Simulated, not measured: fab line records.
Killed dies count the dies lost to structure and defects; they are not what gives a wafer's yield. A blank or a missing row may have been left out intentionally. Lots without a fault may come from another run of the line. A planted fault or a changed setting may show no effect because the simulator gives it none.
One fault seen from 2 desks :: flow sky130 :: each desk holds nothing but its own numbers, with what lay behind them at the end

## TOOL OWNER'S DESK, pecvd-03
The tool's own readings at SKY_CAP2M_CVD_00 (deposits SiO2, target thk 15.5 nm): means of the sampled wafers that have a number, for each lot that ran on this tool. The brackets show how far a lot's mean lies from the usual mean; more than 4 standard deviations puts the lot out of limits, marked OUT.
Columns: A = heater power w at SKY_CAP2M_CVD_00, usual 701 W; B = rf fwd power W at SKY_CAP2M_CVD_00, usual 442.1 W
lot: L721
first seen here: day 40 22:53
A: 622
B: 441.6

lot: L727
first seen here: day 42 05:10
A: 641
B: 444.2

lot: L728
first seen here: day 42 18:35
A: 606
B: 441.2

lot: L730
first seen here: day 43 02:40
A: 577
B: 442.0

lot: L732
first seen here: day 43 22:11
A: 648
B: 444.4

lot: L734
first seen here: day 44 13:48
A: 620
B: 444.0

lot: L744
first seen here: day 46 23:38
A: 590
B: 443.8
This desk's finding: nothing out of limits on any of the 7 lots.

## AT THE METROLOGY DESK
Lot by lot, what the gauges showed, no matter which tool ran the lot: averages of those sampled wafers that carry a number. The brackets show how far a lot's mean lies from the usual mean; more than 4 standard deviations puts the lot out of limits, marked OUT.
Columns: A = LDD_P_OVL at SKY_LDD_P_OVL_MEAS_08, usual 1.0 nm; B = CAP2M_CVD_00_THK at SKY_CAP2M_THK_MEAS_01, usual 15.54 nm
lot: L721
first seen here: day 19 20:29
A: 0.3
B: 15.49

lot: L723
first seen here: day 20 12:59
A: 2.9
B: 15.50

lot: L725
first seen here: day 21 05:29
A: 0.5
B: 15.64

lot: L727
first seen here: day 21 17:19
A: 1.3
B: 15.22

lot: L728
first seen here: day 22 08:56
A: 0.5
B: 15.30

lot: L730
first seen here: day 22 18:35
A: 1.2
B: 25.26 (+42) OUT

lot: L731
first seen here: day 23 14:04
A: 1.9
B: 15.79

lot: L732
first seen here: day 23 18:39
A: -0.2
B: 22.77 (+31) OUT

lot: L734
first seen here: day 24 13:23
A: 0.3
B: 22.20 (+29) OUT

lot: L739
first seen here: day 25 22:22
A: 0.1
B: 15.53

lot: L741
first seen here: day 26 18:31
A: 1.1
B: 15.60

lot: L744
first seen here: day 27 17:47
A: 1.4
B: 15.51
This desk's result: L730, L732, L734 out of limits, first on L730 (CAP2M_CVD_00_THK at SKY_CAP2M_THK_MEAS_01), day 43 02:41. L721, L723, L725, L727, L728, L731, L739, L741, L744: within limits.

## PUT TOGETHER
An alarm was possible from the metrology desk at day 43 02:41, on L730, L732, L734.
The tool owner's desk saw nothing out of limits.
Tool owner's desk: L730, L732, L734 on record, inside its limits.
SKY_CAP2M_CVD_00 was run on pecvd-03 by each of the lots named.

## WHAT WAS PUT IN BY THE SIMULATOR
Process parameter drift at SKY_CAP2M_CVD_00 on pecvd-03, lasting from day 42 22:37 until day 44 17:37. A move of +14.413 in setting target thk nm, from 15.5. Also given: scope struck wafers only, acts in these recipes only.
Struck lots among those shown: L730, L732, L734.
Time in hours between the start of the fault and the first out-of-limits reading at each desk: metrology desk, 4.
